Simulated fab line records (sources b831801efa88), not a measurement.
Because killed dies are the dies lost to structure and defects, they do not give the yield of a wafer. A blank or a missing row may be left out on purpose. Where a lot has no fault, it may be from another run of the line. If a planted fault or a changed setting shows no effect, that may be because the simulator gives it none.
A lot that was struck, set against a sound lot | flow gf180mcu | 14 out of 602 route steps
Sound: these wafers, L550.1, L550.3, L550.6. Wafers L561.2, L561.3, L561.6 were the ones struck. Last of all comes the cause.
For every step that has rows: the tool of each side, followed by ch and its chambers, followed by its first start. Under that, the readings that differ: sound wafers | struck wafers | difference of the means | sigmas: that difference in standard deviations of wafers without a fault.
alike: a reading whose means differ by less than 2 such deviations, as well as words and numbers matching on both sides. not compared: withheld readings; readings where some wafer has no value; bounds like >300 that might hide an equal value; numbers whose values overlap and for which the record gives no deviation.
A row with sigmas, a row that says differs or no value, or rows on one side alone: a step with any of these is where the two part. Numbers that don't overlap but have no deviation are shown without sigmas and don't part them. A reading that every wafer of one side lacks parts them only if that side has two wafers or more.

first, 2 steps without rows for these wafers: GF_VT_IMPLANT_PEB_05; GF_VT_IMPLANT_DEVELOP_06 (develop time 60 s).
GF_VT_IMPLANT_OVL_MEAS_07:
  sound on overlay-01 at day 6 02:29; struck on overlay-01 at day 8 19:34
  alike: VT_IMPLANT_OVL
following that, these wafers have no rows for 1 step: GF_VT_IMPLANT_IMPLANT_08.
GF_VT_IMPLANT_STRIP_09: strips in O2/N2.
  sound on plasma_asher-02 ch 0,1, day 6 02:41; struck on plasma_asher-02 ch 0,1, day 8 19:45
  alike: drypump_motor_current_A, heater_power_w, oes_product_au, strip_time_to_endpoint_s
  not compared: rf_hours_counter_h
GF_VT_IMPLANT_TW_MEAS_10:
  sound on film_metro-04 at day 6 02:47; struck on film_metro-02 at day 8 19:52
  alike: VT_IMPLANT_TW
then, 6 steps without rows for these wafers: GF_VT_IMPLANT_DEHYDRATE_11 (time 60 s); GF_VT_IMPLANT_HMDS_12 (prime time 60 s); GF_VT_IMPLANT_COAT_13 (resist thk 1000 nm); GF_VT_IMPLANT_SOFTBAKE_14 (time 60 s); GF_VT_IMPLANT_EXPOSE_15 (exposes mask Nwell LV AREA, target cd 860 nm); GF_VT_IMPLANT_PEB_16.
GF_VT_IMPLANT_DEVELOP_17: develop time 60 s.
  sound on litho_track-03 ch 0, day 6 17:50; struck on litho_track-01, day 9 11:35
  no value came back on the struck wafers for chill_plate_temp_C (C), develop_time_s (s), exhaust_pa (Pa); on the sound wafers chill_plate_temp_C (C) reads 22.99 22.88 23.15
GF_VT_IMPLANT_OVL_MEAS_18:
  sound on overlay-01 at day 6 17:59; struck on overlay-01 at day 9 11:43
  reading                | sound          | struck | difference                    | sigmas
  VT_IMPLANT_01_OVL (nm) | -0.5 -0.6 -1.4 | - - -  | no value on the struck wafers |

## WHERE THEY PART
Earliest at GF_VT_IMPLANT_DEVELOP_17; latest, in this record, at GF_VT_IMPLANT_OVL_MEAS_18.

WHY: what the simulator had put in
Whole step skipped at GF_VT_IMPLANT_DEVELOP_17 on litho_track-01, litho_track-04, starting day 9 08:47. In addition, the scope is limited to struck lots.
